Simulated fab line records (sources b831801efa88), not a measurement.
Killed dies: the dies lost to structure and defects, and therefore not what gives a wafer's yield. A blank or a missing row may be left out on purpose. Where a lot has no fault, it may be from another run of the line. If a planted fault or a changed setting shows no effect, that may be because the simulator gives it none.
Chamber matching / flow gf180mcu / GF_V2_CMP_04 on cmp-01 has 4 sister chambers
The step polishes SiO2. 14 wafers are shown with their chamber, then 7 later ones without.

WAFERS PAIRED WITH THEIR CHAMBERS
wafer=L855.3; chamber=0; motorCurrentA (A)=11.8; timeToEndpointS (s)=82
wafer=L855.4; chamber=2; motorCurrentA (A)=11.6; timeToEndpointS (s)=91
wafer=L855.5; chamber=1; motorCurrentA (A)=12.3; timeToEndpointS (s)=83
wafer=L857.2; chamber=1; motorCurrentA (A)=12.3; timeToEndpointS (s)=79
wafer=L857.3; chamber=3; motorCurrentA (A)=10.9; timeToEndpointS (s)=72
wafer=L857.6; chamber=0; motorCurrentA (A)=12.1; timeToEndpointS (s)=80
wafer=L858.2; chamber=1; motorCurrentA (A)=12.4; timeToEndpointS (s)=79
wafer=L858.4; chamber=2; motorCurrentA (A)=11.1; timeToEndpointS (s)=86
wafer=L858.6; chamber=1; motorCurrentA (A)=12.4; timeToEndpointS (s)=84
wafer=L859.3; chamber=3; motorCurrentA (A)=11.4; timeToEndpointS (s)=85
wafer=L859.4; chamber=2; motorCurrentA (A)=11.8; timeToEndpointS (s)=93
wafer=L859.6; chamber=3; motorCurrentA (A)=11.4; timeToEndpointS (s)=82
wafer=L863.2; chamber=0; motorCurrentA (A)=11.9; timeToEndpointS (s)=86
wafer=L863.3; chamber=1; motorCurrentA (A)=12.4; timeToEndpointS (s)=76

SIGNATURES, as means of the wafers listed above
reading=motorCurrentA; chamber 0=11.933; chamber 1=12.360; chamber 2=11.500; chamber 3=11.233; scatter within a chamber=0.22
reading=timeToEndpointS; chamber 0=82.67; chamber 1=80.20; chamber 2=90.00; chamber 3=79.67; scatter within a chamber=4.24
Rule: for a wafer and a chamber, the distance is found by dividing, reading by reading, the gap between the wafer's reading and the chamber's mean by the reading's scatter, squaring, summing and taking the root. If the next closest chamber is less than 2 further off than the closest, the wafer can't be placed; otherwise it belongs to the closest. The scatter: the root of (the sum of the squares of (reading less its chamber's mean) over the shown wafers, divided by (wafers less chambers)).

WAFERS WHOSE CHAMBER IS MISSING
wafer=L863.6; motorCurrentA (A)=12.2; timeToEndpointS (s)=84
wafer=L871.2; motorCurrentA (A)=12.6; timeToEndpointS (s)=74
wafer=L871.4; motorCurrentA (A)=11.5; timeToEndpointS (s)=79
wafer=L871.5; motorCurrentA (A)=11.1; timeToEndpointS (s)=82
wafer=L875.3; motorCurrentA (A)=10.8; timeToEndpointS (s)=75
wafer=L875.5; motorCurrentA (A)=11.4; timeToEndpointS (s)=84
wafer=L875.6; motorCurrentA (A)=11.7; timeToEndpointS (s)=81

EACH ONE'S CHAMBER
wafer=L863.6; from the rows above=can't be placed: 1 or 0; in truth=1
wafer=L871.2; from the rows above=can't be placed: 1 or 0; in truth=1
wafer=L871.4; from the rows above=can't be placed: 3 or 0 or 2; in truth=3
wafer=L871.5; from the rows above=can't be placed: 3 or 2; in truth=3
wafer=L875.3; from the rows above=3; in truth=3
wafer=L875.5; from the rows above=can't be placed: 3 or 2 or 0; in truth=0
wafer=L875.6; from the rows above=can't be placed: 0 or 3 or 2 or 1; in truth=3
Correct placement for 1 of the 7. From these rows, 6 cannot be placed; in 6 the true chamber is one of the candidates. Number placed wrongly: 0.
